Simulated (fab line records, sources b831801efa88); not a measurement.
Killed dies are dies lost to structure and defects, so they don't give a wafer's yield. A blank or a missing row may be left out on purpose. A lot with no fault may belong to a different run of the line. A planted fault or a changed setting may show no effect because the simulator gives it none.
Check of tool commonality | flow gf180mcu | 13 lots, 39 wafers sampled

WHY IT WAS OPENED
GF_NWELL_TW_MEAS_11, reading NWELL_TW: flagged on 3 of 13 lots. Wafers without a fault read 1579, standard deviation 12.
Rule: a lot gets a flag if all its wafers with a number sit over 4 standard deviations from that mean, or if no wafer of it has a number. As for the other lots, they are considered sound.

lot  | measured    | on           | NWELL_TW, wafer by wafer | flag
L973 | day 3 11:04 | filmMetro-01 | 1562 1565 1565           | 
L975 | day 3 16:59 | filmMetro-01 | 1563 1557 1559           | 
L978 | day 4 14:17 | filmMetro-01 | 1577 1582 1577           | 
L980 | day 5 01:19 | filmMetro-02 | 1579 1577 1576           | 
L981 | day 5 05:03 | filmMetro-01 | 1565 1564 1563           | 
L982 | day 5 09:37 | filmMetro-04 | 1602 1597 1603           | 
L983 | day 5 14:17 | filmMetro-01 | 1574 1568 1571           | 
L984 | day 5 20:40 | filmMetro-02 | 1646 1647 1634           | FLAGGED
L985 | day 6 02:02 | filmMetro-04 | 1583 1582 1577           | 
L986 | day 6 05:41 | filmMetro-01 | 1579 1574 1569           | 
L987 | day 6 12:11 | filmMetro-01 | 1643 1639 1640           | FLAGGED
L988 | day 6 18:29 | filmMetro-02 | 1665 1657 1661           | FLAGGED
L996 | day 8 18:48 | filmMetro-04 | 1598 1599 1589           | 
On average the flagged lots' numbers are 1648, which is +69 against the usual, or +6 standard deviations.

LOT BY LOT: THE TOOL USED
The record keeps 1 process step preceding the reading, out of 602 steps on the route. Read each cell as the tool, then ch plus the chambers that the sampled wafers visited, then the start.
lot  | flag    | GF_NWELL_IMPLANT_09
L973 |         | implanter-02 ch 0, day 3 10:49
L975 |         | implanter-02 ch 0, day 3 16:46
L978 |         | implanter-04 ch 0, day 4 14:02
L980 |         | implanter-02 ch 0, day 5 01:06
L981 |         | implanter-02 ch 0, day 5 04:50
L982 |         | implanter-02 ch 0, day 5 09:22
L983 |         | implanter-02 ch 0, day 5 14:02
L984 | FLAGGED | implanter-04 ch 0, day 5 20:06
L985 |         | implanter-04 ch 0, day 6 01:48
L986 |         | implanter-04 ch 0, day 6 05:26
L987 | FLAGGED | implanter-02 ch 0, day 6 11:34
L988 | FLAGGED | implanter-01 ch 0, day 6 17:56
L996 |         | implanter-01 ch 0, day 8 18:33
These steps, and what they do:
- GF_NWELL_IMPLANT_09
- GF_NWELL_TW_MEAS_11

FLAGGED AGAINST TOTAL, ONE TOOL AT A TIME (gauges that did the reading follow at the end)
step                | tool         | lots run | flagged | share of the flagged lots | sound lots run after its first flagged lot
GF_NWELL_IMPLANT_09 | implanter-01 | 2        | 1       | some                      | 1 (L996)
GF_NWELL_IMPLANT_09 | implanter-02 | 7        | 1       | some                      | 0
GF_NWELL_IMPLANT_09 | implanter-04 | 4        | 1       | some                      | 2 (L985,L986)
GF_NWELL_TW_MEAS_11 | filmMetro-01 | 7        | 1       | some                      | 0
GF_NWELL_TW_MEAS_11 | filmMetro-02 | 3        | 2       | some                      | 0
GF_NWELL_TW_MEAS_11 | filmMetro-04 | 3        | 0       | none                      | -

WHAT THE TABLE PERMITS
No row of the table ran every flagged lot.

WHAT WAS PUT IN BY THE SIMULATOR
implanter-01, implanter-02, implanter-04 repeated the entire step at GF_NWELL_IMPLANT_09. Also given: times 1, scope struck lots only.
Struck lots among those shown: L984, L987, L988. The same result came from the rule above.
